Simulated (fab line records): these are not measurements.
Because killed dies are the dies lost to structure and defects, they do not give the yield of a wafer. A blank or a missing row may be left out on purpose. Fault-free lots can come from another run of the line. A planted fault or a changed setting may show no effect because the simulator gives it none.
Matching of chambers -- flow sky130 -- SKY_CAP2M_CVD_00 on pecvd-01: 3 sister chambers
The step deposits SiO2, target thk 15.5 nm. 6 wafers are shown with their chamber, then 7 later ones without.

WAFERS PAIRED WITH THEIR CHAMBERS
wafer,chamber,heater-power-w (W),heater-power-outer-w (W)
L167.1,2,874,504
L168.5,2,892,513
L170.2,0,836,454
L170.5,1,701,453
L172.1,1,831,547
L172.2,0,805,443

WAFERS MISSING THEIR CHAMBER
wafer,heater-power-w (W),heater-power-outer-w (W)
L172.4,811,454
L185.1,807,443
L185.2,824,552
L185.4,855,486
L189.1,908,541
L189.4,846,477
L189.6,904,522

CHAMBER TAKEN BY EACH
wafer,from the rows above,in truth
L172.4,can't be placed: 0 or 1 or 2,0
L185.1,can't be placed: 0 or 1 or 2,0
L185.2,can't be placed: 2 or 1 or 0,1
L185.4,can't be placed: 2 or 0 or 1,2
L189.1,can't be placed: 2 or 1 or 0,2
L189.4,can't be placed: 0 or 2 or 1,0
L189.6,can't be placed: 2 or 0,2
Placed correctly: 0 of 7. Can't be placed from these rows: 7 (the true chamber is among the candidates in 7). 0 placed wrongly.
How it was worked out, from the rows above alone: a wafer's distance from a chamber is the root of the sum, over the readings, of the square of ((its reading less the chamber's mean) divided by the reading's scatter). The wafer belongs to the nearest chamber; if the next one is less than 2 further off, it can't be placed. For every chamber, the mean is computed from those of its wafers that are shown. How the scatter is found: for the shown wafers, subtract from each reading the mean of its chamber, square and add these, divide the total by (wafers less chambers), then take the root.
